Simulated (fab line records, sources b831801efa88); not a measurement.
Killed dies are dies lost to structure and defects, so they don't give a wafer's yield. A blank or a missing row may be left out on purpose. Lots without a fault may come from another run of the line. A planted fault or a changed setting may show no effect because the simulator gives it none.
Split-lot experiment | flow gf180mcu | 5 lots, 23 wafers read, on a route of 602 steps

THE SPLIT
At GF_STI_PEB_10 (peb time 90 s), the setting peb_temp_c was moved away from the recipe's 135 C on 11 of the 23 wafers read, by -2.7% to +1.1%. The other wafers ran this setting at the recipe's value.

FROM THE SPLIT TO THE READING: what the file shows between them, 1 step
- GF_STI_DEVELOP_11: develop time 60 s

THE READING
cd_nm, in nm, at GF_STI_CD_MEAS_12 (target cd 220 nm). Fault-free wafers of this fab line usually give 220.2 nm, standard deviation 0.81 nm.

wafer  | tool, chamber at the split | peb_temp_c as run, C | against the recipe | cd_nm, nm | against lot-mates on the recipe
L076.1 | litho_track-02, 0          | 135                  | recipe             | 219.1     | -
L076.4 | litho_track-02, 0          | 135                  | recipe             | 220.5     | -
L076.5 | litho_track-02, 0          | 135                  | recipe             | 220.5     | -
L077.1 | litho_track-01, 0          | 136.3                | +1.0%              | 217.2     | -3.4
L077.2 | litho_track-01, 0          | 135                  | recipe             | 220.6     | -
L077.3 | litho_track-01, 0          | 135                  | recipe             | 220.7     | -
L077.5 | litho_track-01, 0          | 136.3                | +1.0%              | 217.5     | -3.1
L077.6 | litho_track-01, 0          | 136.3                | +1.0%              | 217.3     | -3.3
L081.1 | litho_track-02, 0          | 136.5                | +1.1%              | 216.4     | -3.4
L081.2 | litho_track-02, 0          | 135                  | recipe             | 219.7     | -
L081.4 | litho_track-02, 0          | 136.5                | +1.1%              | 216.5     | -3.3
L081.5 | litho_track-02, 0          | 135                  | recipe             | 219.9     | -
L081.6 | litho_track-02, 0          | 136.5                | +1.1%              | 216.4     | -3.4
L082.1 | litho_track-01, 0          | 135                  | recipe             | 225.7     | -
L082.2 | litho_track-01, 0          | 131.8                | -2.4%              | 229.8     | +6.7
L082.3 | litho_track-01, 0          | 131.8                | -2.4%              | 236.7     | +13.6
L082.4 | litho_track-01, 0          | 135                  | recipe             | 220.5     | -
L082.5 | litho_track-01, 0          | 131.8                | -2.4%              | 229.8     | +6.7
L083.1 | litho_track-03, 0          | 131.4                | -2.7%              | 231.2     | +11.5
L083.2 | litho_track-03, 0          | 135                  | recipe             | 219.9     | -
L083.3 | litho_track-03, 0          | 131.4                | -2.7%              | 230.5     | +10.8
L083.4 | litho_track-03, 0          | 135                  | recipe             | 219.2     | -
L083.6 | litho_track-03, 0          | 135                  | recipe             | 219.9     | -

THE FIT
A straight line over all 23 wafers: cd_nm changes by -4.21 nm for each +1% of peb_temp_c; r = -0.95; the points scatter about the line by 1.9 nm.
The same after taking each lot's own level away (the mean of its wafers on the recipe; 23 wafers): -3.8 nm for each +1%; r = -0.95; scatter 1.6 nm.
On that fit, the largest move of peb_temp_c shifts the reading by 10 nm.
The lots' own levels span 219.67 to 223.10 nm, that is 4.2 times the standard deviation above.
So the lot-to-lot level changes the slope: the two fits differ.
Check: with one of the wafers moved furthest among these (-2.7%) left out of the fit, the line predicts +10.1 nm for it against its lot-mates. It came out at +11.5 nm against them.

OTHER SPLITS ON THESE WAFERS
These wafers also went through other splits before the reading. Each is held against what the fit with the lots' levels taken away leaves over:
other split on the same wafers | wafers away from the commonest value | r with cd_nm (lot level and that fit taken away)
GF_STI_OXIDATION_01 ox_time_s  | 10                                   | -0.05
GF_STI_EXPOSE_09 dose_mj       | 2                                    | -0.70

THE WHOLE CHAIN: every reading that the file lists as answering this split, in the file's order
step              | what it does                                                                       | reading                                                    | change (the file's fit)              | r (the file's)
GF_STI_CD_MEAS_12 | target cd 220 nm                                                                   | cd_nm                                                      | -3.9 nm for each +1% of the setting  | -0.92
GF_STI_ETCH_13    | etches the open film in CHF3/O2, stops on Si, target depth 282.31 nm, time 112.9 s | STI.cd_nm (the simulator's own value, which no gauge read) | -3.83 nm for each +1% of the setting | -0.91

THE FILE'S OWN FIT
cd_nm changes by -3.9 nm for each +1% of peb_temp_c, r = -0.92.
